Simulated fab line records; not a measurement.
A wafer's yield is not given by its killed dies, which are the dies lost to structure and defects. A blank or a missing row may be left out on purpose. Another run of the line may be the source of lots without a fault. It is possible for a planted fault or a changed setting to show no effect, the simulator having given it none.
Matching of chambers || flow sky130 || SKY_FIELD_ISO_CMP_27 on cmp-01: 4 sister chambers
The step polishes, stops on Si3N4, t overpolish 16 s, target thk 457.8 nm. 8 wafers are shown with their chamber, then 9 later ones without.

## WAFERS PAIRED WITH THEIR CHAMBERS
{"wafer": "L325.3", "chamber": 1, "motor-current-A (A)": 11.4, "time-to-endpoint-s (s)": 111}
{"wafer": "L325.5", "chamber": 1, "motor-current-A (A)": 10.7, "time-to-endpoint-s (s)": 114}
{"wafer": "L334.1", "chamber": 0, "motor-current-A (A)": 13.2, "time-to-endpoint-s (s)": 111}
{"wafer": "L334.2", "chamber": 2, "motor-current-A (A)": 12.7, "time-to-endpoint-s (s)": 119}
{"wafer": "L334.3", "chamber": 3, "motor-current-A (A)": 12.6, "time-to-endpoint-s (s)": 111}
{"wafer": "L335.2", "chamber": 2, "motor-current-A (A)": 12.9, "time-to-endpoint-s (s)": 119}
{"wafer": "L335.3", "chamber": 0, "motor-current-A (A)": 12.1, "time-to-endpoint-s (s)": 110}
{"wafer": "L335.5", "chamber": 3, "motor-current-A (A)": 13.0, "time-to-endpoint-s (s)": 111}

## WAFERS WITHOUT THEIR CHAMBER
{"wafer": "L336.1", "motor-current-A (A)": 11.0, "time-to-endpoint-s (s)": 111}
{"wafer": "L336.2", "motor-current-A (A)": 12.1, "time-to-endpoint-s (s)": 119}
{"wafer": "L336.3", "motor-current-A (A)": 12.2, "time-to-endpoint-s (s)": 113}
{"wafer": "L339.2", "motor-current-A (A)": 12.4, "time-to-endpoint-s (s)": 113}
{"wafer": "L339.3", "motor-current-A (A)": 10.6, "time-to-endpoint-s (s)": 113}
{"wafer": "L339.5", "motor-current-A (A)": 11.2, "time-to-endpoint-s (s)": 113}
{"wafer": "L340.1", "motor-current-A (A)": 11.0, "time-to-endpoint-s (s)": 119}
{"wafer": "L340.5", "motor-current-A (A)": 12.4, "time-to-endpoint-s (s)": 115}
{"wafer": "L340.6", "motor-current-A (A)": 12.6, "time-to-endpoint-s (s)": 118}

## THE CHAMBER EACH PASSED THROUGH
{"wafer": "L336.1", "from the rows above": 1, "in truth": 1}
{"wafer": "L336.2", "from the rows above": 2, "in truth": 2}
{"wafer": "L336.3", "from the rows above": "can't be placed: 3 or 1 or 0", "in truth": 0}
{"wafer": "L339.2", "from the rows above": "can't be placed: 3 or 0 or 1", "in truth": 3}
{"wafer": "L339.3", "from the rows above": 1, "in truth": 1}
{"wafer": "L339.5", "from the rows above": 1, "in truth": 1}
{"wafer": "L340.1", "from the rows above": 2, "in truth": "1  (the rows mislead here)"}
{"wafer": "L340.5", "from the rows above": "can't be placed: 1 or 2 or 3 or 0", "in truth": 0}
{"wafer": "L340.6", "from the rows above": 2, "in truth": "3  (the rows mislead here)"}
Correct placement for 4 of the 9. Not placeable from these rows: 3 (in 3, the candidates include the true chamber). 2 placed wrongly.
How it was worked out, from the rows above alone: a wafer's distance from a chamber is the root of the sum, over the readings, of the square of ((its reading less the chamber's mean) divided by the reading's scatter). The wafer belongs to the nearest chamber; if the next one is less than 2 further off, it can't be placed. The mean given for a chamber averages the wafers shown for that chamber. The scatter is the square root of a quotient: the sum, over the shown wafers, of each reading's squared deviation from its chamber's mean, divided by wafers minus chambers.
